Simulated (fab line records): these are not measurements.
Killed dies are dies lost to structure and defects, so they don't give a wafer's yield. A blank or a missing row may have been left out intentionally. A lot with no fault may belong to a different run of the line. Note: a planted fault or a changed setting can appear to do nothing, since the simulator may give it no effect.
Matching of chambers :: flow sky130 :: 4 sister chambers for SKY_VIA2_ETCH_14 on rie-diel-03
The step etches BARC in N2/H2, stops on SiO2, time 45.9 s, target depth 60 nm. 30 wafers are shown with their chamber, then 12 later ones without.

== WAFERS PAIRED WITH THEIR CHAMBERS ==
wafer: L075.1
chamber: 2
oes-product-au (a.u.): 0.861
throttle-valve-pct (%): 13.238

wafer: L075.4
chamber: 3
oes-product-au (a.u.): 0.859
throttle-valve-pct (%): 13.231

wafer: L075.6
chamber: 2
oes-product-au (a.u.): 0.853
throttle-valve-pct (%): 13.222

wafer: L077.1
chamber: 2
oes-product-au (a.u.): 0.861
throttle-valve-pct (%): 13.227

wafer: L077.4
chamber: 1
oes-product-au (a.u.): 0.853
throttle-valve-pct (%): 13.222

wafer: L077.5
chamber: 2
oes-product-au (a.u.): 0.850
throttle-valve-pct (%): 13.218

wafer: L079.3
chamber: 0
oes-product-au (a.u.): 0.851
throttle-valve-pct (%): 13.219

wafer: L079.4
chamber: 3
oes-product-au (a.u.): 0.852
throttle-valve-pct (%): 13.216

wafer: L079.5
chamber: 2
oes-product-au (a.u.): 0.844
throttle-valve-pct (%): 13.229

wafer: L082.2
chamber: 3
oes-product-au (a.u.): 0.847
throttle-valve-pct (%): 13.215

wafer: L082.5
chamber: 3
oes-product-au (a.u.): 0.845
throttle-valve-pct (%): 13.220

wafer: L082.6
chamber: 0
oes-product-au (a.u.): 0.851
throttle-valve-pct (%): 13.242

wafer: L084.1
chamber: 0
oes-product-au (a.u.): 0.856
throttle-valve-pct (%): 13.233

wafer: L084.5
chamber: 3
oes-product-au (a.u.): 0.853
throttle-valve-pct (%): 13.216

wafer: L084.6
chamber: 0
oes-product-au (a.u.): 0.842
throttle-valve-pct (%): 13.202

wafer: L083.1
chamber: 2
oes-product-au (a.u.): 0.851
throttle-valve-pct (%): 13.215

wafer: L083.2
chamber: 0
oes-product-au (a.u.): 0.846
throttle-valve-pct (%): 13.225

wafer: L083.4
chamber: 1
oes-product-au (a.u.): 0.859
throttle-valve-pct (%): 13.209

wafer: L085.1
chamber: 2
oes-product-au (a.u.): 0.852
throttle-valve-pct (%): 13.227

wafer: L085.2
chamber: 1
oes-product-au (a.u.): 0.861
throttle-valve-pct (%): 13.238

wafer: L085.3
chamber: 0
oes-product-au (a.u.): 0.857
throttle-valve-pct (%): 13.228

wafer: L085.4
chamber: 3
oes-product-au (a.u.): 0.844
throttle-valve-pct (%): 13.224

wafer: L085.5
chamber: 3
oes-product-au (a.u.): 0.848
throttle-valve-pct (%): 13.238

wafer: L085.6
chamber: 2
oes-product-au (a.u.): 0.846
throttle-valve-pct (%): 13.225

wafer: L088.1
chamber: 1
oes-product-au (a.u.): 0.854
throttle-valve-pct (%): 13.229

wafer: L088.2
chamber: 2
oes-product-au (a.u.): 0.857
throttle-valve-pct (%): 13.222

wafer: L088.4
chamber: 2
oes-product-au (a.u.): 0.863
throttle-valve-pct (%): 13.220

wafer: L092.1
chamber: 1
oes-product-au (a.u.): 0.859
throttle-valve-pct (%): 13.242

wafer: L092.2
chamber: 0
oes-product-au (a.u.): 0.854
throttle-valve-pct (%): 13.223

wafer: L092.3
chamber: 3
oes-product-au (a.u.): 0.854
throttle-valve-pct (%): 13.208

SIGNATURES (means of the wafers above)
reading: oes-product-au
chamber 0: 0.85100
chamber 1: 0.85720
chamber 2: 0.85380
chamber 3: 0.85025
scatter within a chamber: 0.00551

reading: throttle-valve-pct
chamber 0: 13.22457
chamber 1: 13.22800
chamber 2: 13.22430
chamber 3: 13.22100
scatter within a chamber: 0.0101
Rule: a wafer's distance from a chamber is the root of the sum, over the readings, of the square of ((its reading less the chamber's mean) divided by the reading's scatter). If the next closest chamber is less than 2 further off than the closest, the wafer can't be placed; otherwise it belongs to the closest. How the scatter is found: for the shown wafers, subtract from each reading the mean of its chamber, square and add these, divide the total by (wafers less chambers), then take the root.

== WAFERS WITHOUT THEIR CHAMBER ==
wafer: L092.4
oes-product-au (a.u.): 0.854
throttle-valve-pct (%): 13.219

wafer: L092.5
oes-product-au (a.u.): 0.850
throttle-valve-pct (%): 13.215

wafer: L092.6
oes-product-au (a.u.): 0.846
throttle-valve-pct (%): 13.222

wafer: L093.1
oes-product-au (a.u.): 0.859
throttle-valve-pct (%): 13.217

wafer: L093.2
oes-product-au (a.u.): 0.854
throttle-valve-pct (%): 13.225

wafer: L093.6
oes-product-au (a.u.): 0.856
throttle-valve-pct (%): 13.219

wafer: L094.1
oes-product-au (a.u.): 0.852
throttle-valve-pct (%): 13.214

wafer: L094.3
oes-product-au (a.u.): 0.849
throttle-valve-pct (%): 13.233

wafer: L094.6
oes-product-au (a.u.): 0.859
throttle-valve-pct (%): 13.246

wafer: L097.1
oes-product-au (a.u.): 0.847
throttle-valve-pct (%): 13.230

wafer: L097.2
oes-product-au (a.u.): 0.857
throttle-valve-pct (%): 13.221

wafer: L097.5
oes-product-au (a.u.): 0.853
throttle-valve-pct (%): 13.214

== CHAMBER TAKEN BY EACH ==
wafer: L092.4
from the rows above: can't be placed: 2 or 3 or 0 or 1
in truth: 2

wafer: L092.5
from the rows above: can't be placed: 3 or 0 or 2 or 1
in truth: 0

wafer: L092.6
from the rows above: can't be placed: 3 or 0 or 2 or 1
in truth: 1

wafer: L093.1
from the rows above: can't be placed: 1 or 2 or 0 or 3
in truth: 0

wafer: L093.2
from the rows above: can't be placed: 2 or 0 or 1 or 3
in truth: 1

wafer: L093.6
from the rows above: can't be placed: 2 or 1 or 0 or 3
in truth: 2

wafer: L094.1
from the rows above: can't be placed: 3 or 0 or 2 or 1
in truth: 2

wafer: L094.3
from the rows above: can't be placed: 0 or 3 or 2 or 1
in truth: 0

wafer: L094.6
from the rows above: can't be placed: 1 or 2 or 0 or 3
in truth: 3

wafer: L097.1
from the rows above: can't be placed: 0 or 3 or 2 or 1
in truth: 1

wafer: L097.2
from the rows above: can't be placed: 2 or 1 or 0 or 3
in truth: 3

wafer: L097.5
from the rows above: can't be placed: 3 or 2 or 0 or 1
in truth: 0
0 of 12 placed correctly. Can't be placed from these rows: 12 (the true chamber is among the candidates in 12). Number placed wrongly: 0.
